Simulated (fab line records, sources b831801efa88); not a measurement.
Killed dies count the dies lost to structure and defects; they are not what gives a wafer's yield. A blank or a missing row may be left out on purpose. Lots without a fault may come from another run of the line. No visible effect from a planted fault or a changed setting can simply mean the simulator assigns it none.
Split-lot trial + flow sky130 + route with 708 steps; 5 lots, 23 wafers read

== THE SPLIT ITSELF ==
At SKY_SONOS_ONO_EXPOSE_10 (exposes mask ONOM, target cd 410 nm), the setting dose_mj was moved away from the recipe's 150 on 8 of the 23 wafers read, by +3.1% to +6.8%. The other wafers ran this setting at the recipe's value.

== FROM THE SPLIT TO THE READING: what the file shows between them, 1 step ==
- SKY_SONOS_ONO_DEVELOP_12: develop time 60 s (also split here: develop_time_s)

== THE READING ==
Shown in nm: cd_nm at SKY_SONOS_ONO_CD_MEAS_13, with target cd 410 nm. A value of 409.9 nm with a standard deviation of 1.7 nm is what fault-free wafers of this fab line usually give.

| wafer  | tool, chamber at the split | dose_mj as run | against the recipe | cd_nm, nm | against lot-mates on the recipe |
|--------|----------------------------|----------------|--------------------|-----------|---------------------------------|
| L076.1 | iline_stepper-02, 0        | 160.2          | +6.8%              | 378.8     | -31.4                           |
| L076.2 | iline_stepper-02, 0        | 160.2          | +6.8%              | 378.1     | -32.1                           |
| L076.4 | iline_stepper-02, 0        | 150            | recipe             | 408.6     | -                               |
| L076.5 | iline_stepper-02, 0        | 160.2          | +6.8%              | 391.7     | -18.5                           |
| L076.6 | iline_stepper-02, 0        | 150            | recipe             | 411.8     | -                               |
| L079.1 | iline_stepper-02, 0        | 150            | recipe             | 411.2     | -                               |
| L079.3 | iline_stepper-02, 0        | 150            | recipe             | 401.5     | -                               |
| L079.4 | iline_stepper-02, 0        | 150            | recipe             | 412.9     | -                               |
| L079.5 | iline_stepper-02, 0        | 150            | recipe             | 402.8     | -                               |
| L079.6 | iline_stepper-02, 0        | 150            | recipe             | 401.4     | -                               |
| L080.2 | iline_stepper-01, 0        | 160.1          | +6.7%              | 390.3     | -17.8                           |
| L080.3 | iline_stepper-01, 0        | 150            | recipe             | 408.4     | -                               |
| L080.4 | iline_stepper-01, 0        | 150            | recipe             | 407.9     | -                               |
| L080.5 | iline_stepper-01, 0        | 160.1          | +6.7%              | 380.7     | -27.4                           |
| L080.6 | iline_stepper-01, 0        | 160.1          | +6.7%              | 380.1     | -28.0                           |
| L083.1 | iline_stepper-02, 0        | 154.7          | +3.1%              | 413.8     | -2.1                            |
| L083.3 | iline_stepper-02, 0        | 150            | recipe             | 420.3     | -                               |
| L083.4 | iline_stepper-02, 0        | 154.7          | +3.1%              | 398.7     | -17.2                           |
| L083.5 | iline_stepper-02, 0        | 150            | recipe             | 406.9     | -                               |
| L083.6 | iline_stepper-02, 0        | 150            | recipe             | 420.4     | -                               |
| L084.3 | iline_stepper-01, 0        | 150            | recipe             | 412.7     | -                               |
| L084.4 | iline_stepper-01, 0        | 150            | recipe             | 411.7     | -                               |
| L084.6 | iline_stepper-01, 0        | 150            | recipe             | 410.3     | -                               |

FIT RESULTS
A straight line over all 23 wafers: cd_nm changes by -3.84 nm for each +1% of dose_mj; r = -0.88; the points scatter about the line by 6.5 nm.
The same after taking each lot's own level away (the mean of its wafers on the recipe; 23 wafers): -3.8 nm for each +1%; r = -0.91; scatter 5.2 nm.
On that fit, the largest move of dose_mj shifts the reading by 26 nm.
Across the lots, their own levels run from 405.96 to 415.87 nm, a range of 5.8 times the standard deviation given above.
So the lot-to-lot level changes the slope little: the two slopes agree.
Check: -24.6 nm against its lot-mates is what the line predicts for one of the wafers moved furthest among these (+6.8%) when that wafer is left out of the fit. It came out at -31.4 nm against them.

== OTHER SPLITS APPLIED TO THESE WAFERS ==
Note: prior to the reading, these wafers also went through further splits. Each is held against what the fit with the lots' levels taken away leaves over:
| other split on the same wafers          | wafers away from the commonest value | r with cd_nm (lot level and that fit taken away) |
|-----------------------------------------|--------------------------------------|--------------------------------------------------|
| SKY_VT_ADJUST_PCH_SOFTBAKE_03 temp_c    | 7                                    | -0.05                                            |
| SKY_SONOS_TUNNEL_COAT_02 resist_thk_nm  | 7                                    | -0.01                                            |
| SKY_SONOS_ONO_DEVELOP_12 develop_time_s | 10                                   | -0.67                                            |

== THE WHOLE CHAIN: every reading that the file lists as answering this split, in the file's order ==
| step                     | what it does                                                       | reading                                                          | change (the file's fit)              | r (the file's) |
|--------------------------|--------------------------------------------------------------------|------------------------------------------------------------------|--------------------------------------|----------------|
| SKY_SONOS_ONO_CD_MEAS_13 | target cd 410 nm                                                   | cd_nm                                                            | -3.75 nm for each +1% of the setting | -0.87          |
| SKY_SONOS_ONO_ETCH_15    | etches the open film in CHF3/O2, target depth 19.52 nm, time 7.8 s | SONOS_ONO.cd_nm (the simulator's own value, which no gauge read) | -3.78 nm for each +1% of the setting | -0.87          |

== FILE'S OWN FIT ==
cd_nm changes by -3.75 nm for each +1% of dose_mj, r = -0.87.
